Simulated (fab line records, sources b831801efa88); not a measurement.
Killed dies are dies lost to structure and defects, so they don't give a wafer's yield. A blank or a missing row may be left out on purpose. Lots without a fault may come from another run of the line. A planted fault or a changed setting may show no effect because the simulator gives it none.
Which tool did it? | flow sky130 | 14 lots, 42 wafers sampled, at 2 steps of a route of 708

WHAT THE GAUGES READ, wafer by wafer
The record holds no reading of a measuring or inspecting step that can be judged against a usual standard deviation.

WHICH TOOL RAN EACH LOT (tool, then ch and the chambers of the sampled wafers, then the start)
lot  | SKY_SONOS_TUNNEL_DEVELOP_06       | SKY_PAD_OPEN_PROBE_99
L258 | litho_track-03 ch 0, day 11 10:40 | -
L259 | litho_track-02 ch 0, day 11 14:13 | -
L260 | litho_track-04 ch 0, day 12 01:38 | -
L261 | litho_track-04 ch 0, day 12 16:23 | -
L262 | litho_track-03 ch 0, day 12 16:25 | -
L263 | litho_track-03 ch 0, day 12 18:16 | -
L264 | litho_track-04 ch 0, day 13 04:50 | -
L266 | litho_track-03 ch 0, day 13 23:31 | -
L269 | litho_track-02 ch 0, day 14 23:41 | prober-01, day 48 12:31
L271 | litho_track-04 ch 0, day 15 12:54 | -
L273 | litho_track-02 ch 0, day 16 03:44 | -
L279 | litho_track-03 ch 0, day 18 00:10 | -
L280 | litho_track-03 ch 0, day 18 10:36 | -
L281 | litho_track-04 ch 0, day 18 19:47 | -
- SKY_SONOS_TUNNEL_DEVELOP_06: develop time 60 s.
- SKY_PAD_OPEN_PROBE_99

WHAT THE TOOLS THEMSELVES READ (means of the sampled wafers that have a number; where no wafer has one, the mark that the record gives instead)
SKY_SONOS_TUNNEL_DEVELOP_06. Usual: developer_temp_C 23.00 C, standard deviation 0.11; exhaust_pa 45.0 Pa, standard deviation 0.84.
lot  | tool           | developer_temp_C (C) | exhaust_pa (Pa) | flag
L258 | litho_track-03 | 22.89                | 44.5            |
L259 | litho_track-02 | 22.95                | 44.9            |
L260 | litho_track-04 | 23.03                | 45.3            |
L261 | litho_track-04 | 23.00                | 45.6            |
L262 | litho_track-03 | 23.04                | 45.7            |
L263 | litho_track-03 | 23.00                | 43.8            |
L264 | litho_track-04 | 23.01                | 45.4            |
L266 | litho_track-03 | 22.99                | 45.0            |
L269 | litho_track-02 | 23.94                | 45.5            | OFF
L271 | litho_track-04 | 22.93                | 44.2            |
L273 | litho_track-02 | 23.99                | 44.9            | OFF
L279 | litho_track-03 | 22.94                | 45.5            |
L280 | litho_track-03 | 22.83                | 45.5            |
L281 | litho_track-04 | 22.91                | 45.6            |

SKY_PAD_OPEN_PROBE_99. Usual: killed_at_M0_to_M3 43, standard deviation 7.5; killed_at_M4_up 3.3, standard deviation 1.9; killed_at_contacts 24, standard deviation 4.6; killed_at_front_end 16, standard deviation 4.9; killed_at_other 0.2, standard deviation 0.46; killed_dies 87, standard deviation 9.1; killed_open 47, standard deviation 7.4; killed_short 39, standard deviation 6.6.
lot  | tool      | killed_at_M0_to_M3 | killed_at_M4_up | killed_at_contacts | killed_at_front_end | killed_at_other | killed_dies | killed_open | killed_short | flag
L269 | prober-01 | 44                 | 2.7             | 26                 | 15                  | 0.0             | 88          | 46          | 42           |

THE ANSWER, worked out from the rows above alone
Rule: a lot is off if the mean of its wafers that have a number lies more than 3 standard deviations from the usual mean. A lot without any number at a reading at which 4 lots or more have one is off too. The other lots that the step has rows for count as sound. The gauges are gone through in route order, then the tools' own readings, and for those a lot's mean is taken as printed above. The first step at which some lot is off is used, and at that step the reading that is off furthest; a lot without a number counts as furthest.
Off: L269, L273, at SKY_SONOS_TUNNEL_DEVELOP_06 (developer_temp_C).
A tool fits if, at that step or a process step before it, it ran every lot that is off, and no sound lot after the first of them. One fits: litho_track-02 at SKY_SONOS_TUNNEL_DEVELOP_06. Its last sound lot is L259 (day 11 14:13), its first lot that is off L269 (day 14 23:41): a fault that began between those two fits.
The tool's own readings at SKY_SONOS_TUNNEL_DEVELOP_06 bear it out: on the lots that are off they differ by more than 5 times the standard deviation of the sound lots' means. developer_temp_C reads 23.96 C there against 22.96 C on the sound lots.

WHAT THE SIMULATOR HAD PUT IN
Process parameter drift: litho_track-02, from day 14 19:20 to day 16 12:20, at SKY_SONOS_TUNNEL_DEVELOP_06. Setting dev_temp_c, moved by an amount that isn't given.
Lots struck among those shown: L269, L273. The rule above found the same.
